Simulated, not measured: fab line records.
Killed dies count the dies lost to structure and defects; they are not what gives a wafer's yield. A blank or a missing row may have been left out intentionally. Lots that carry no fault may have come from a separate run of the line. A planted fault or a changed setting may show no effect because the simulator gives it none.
Struck lot and sound lot, side by side + flow sky130 + 15 out of 708 route steps
Sound: wafers L812.1, L812.2, L812.4. Struck: wafer L818.3 (L818.4, L818.5, from the same lot, were not struck and are left out); the cause is given at the end.
At each step with rows: each side's tool, then ch and its chambers, then its first start. Under that, the readings that differ: sound wafers + struck wafers + difference of the means + sigmas: that difference in standard deviations of wafers without a fault.
alike: a reading whose means differ by less than 2 such deviations, as well as words and numbers matching on both sides. not compared: withheld readings; readings where some wafer has no value; bounds like >300 that might hide an equal value; numbers whose values overlap and for which the record gives no deviation.
The two part at a step that has a row with sigmas, a row that says differs or no value, or rows on one side only. Numbers that have no deviation but don't overlap get no sigmas and don't part them. A reading that every wafer of one side lacks parts them only if that side has two wafers or more.

first, 8 steps without rows for these wafers: SKY_METAL4_DEHYDRATE_05 (time 60 s); SKY_METAL4_HMDS_06 (prime time 60 s); SKY_METAL4_COAT_07 (resist thk 60 nm); SKY_METAL4_COAT_08 (resist thk 1140 nm); SKY_METAL4_SOFTBAKE_09 (time 90 s); SKY_METAL4_EXPOSE_10 (exposes mask MM4, target cd 300 nm); SKY_METAL4_PEB_11; SKY_METAL4_DEVELOP_12 (develop time 60 s).
SKY_METAL4_CD_MEAS_13 targets a cd of 300 nm.
  sound on cd-sem-01 at day 44 05:09; struck on cd-sem-01 at day 45 22:26
| reading    | sound             | struck | difference | sigmas |
|------------|-------------------|--------|------------|--------|
| cd-nm (nm) | 303.5 304.0 303.6 | 299.1  | -4.6       | -3     |
SKY_METAL4_OVL_MEAS_14:
  sound on overlay-02 at day 44 05:16; struck on overlay-01 at day 45 22:32
| reading         | sound  | struck | difference | sigmas |
|-----------------|--------|--------|------------|--------|
| METAL4_OVL (nm) | 6 10 5 | -5     | -12        | -3     |
SKY_METAL4_DESCUM_15: chemistry O2, time 8 s.
  sound on rie-metal-02 ch 0,1, day 44 05:19; struck on rie-metal-04 ch 0, day 45 22:34
  alike: drypump-motor-current-A, oes-product-au
  not compared: rf-hours-counter-h
SKY_METAL4_ETCH_16: etches BARC in N2/H2, stops on SiO2, time 88.2 s, target depth 60 nm.
  sound on rie-metal-02 ch 0,1, day 44 05:20; struck on rie-metal-04 ch 0, day 45 22:37
  alike: bias-w, drypump-motor-current-A, oes-product-au, throttle-valve-pct
  not compared: rf-hours-counter-h
SKY_METAL4_ETCH_17: etches SiO2 in C4F8/O2/Ar, stops on TiN, time 3.9 s, target depth 15 nm.
  sound on rie-diel-01 ch 1,2,3, day 44 05:26; struck on rie-diel-02 ch 1, day 45 22:41
| reading                | sound          | struck | difference | sigmas |
|------------------------|----------------|--------|------------|--------|
| bias-w (W)             | 1199 1200 1196 | 1229   | +31        | +9     |
| rf-hours-counter-h (h) | 23 22 19       | 8      | -13        |        |
  alike: oes-product-au
SKY_METAL4_METAL_ETCH_18: etches the open film in Cl2/BCl3, stops on SiO2, target depth 845 nm, time 183.1 s.
  sound on rie-metal-03 ch 0,1, day 44 05:28; struck on rie-metal-03 ch 1, day 45 22:49
  alike: bias-w, drypump-motor-current-A, oes-product-au, throttle-valve-pct
  not compared: rf-hours-counter-h
-- the record jumps here: 4 days lie between the struck wafers' starts before and after (it left off in module METAL4 and takes up again in module PAD_OPEN, whose first step shown is number 708 of the route) --
SKY_PAD_OPEN_PROBE_99:
  sound on prober-01 at day 47 23:17; struck on prober-01 at day 49 11:51
  alike: defect-limited-yield, killed_at_M0_to_M3, killed_at_M4_up, killed-at-contacts, killed-at-front-end, killed-at-other, killed-dies, killed-open, killed-short, sort_bin_3_pad_short, sort_bin_5_function, sort_bin_6_memory, sort-n-pass, sort-yield-pct

WHERE THEY PART
At SKY_METAL4_CD_MEAS_13 first; at SKY_METAL4_ETCH_17 last (within this record only). Later steps at which nothing parts them and some readings are alike: SKY_METAL4_METAL_ETCH_18, SKY_PAD_OPEN_PROBE_99.

WHY: whatever the simulator had introduced
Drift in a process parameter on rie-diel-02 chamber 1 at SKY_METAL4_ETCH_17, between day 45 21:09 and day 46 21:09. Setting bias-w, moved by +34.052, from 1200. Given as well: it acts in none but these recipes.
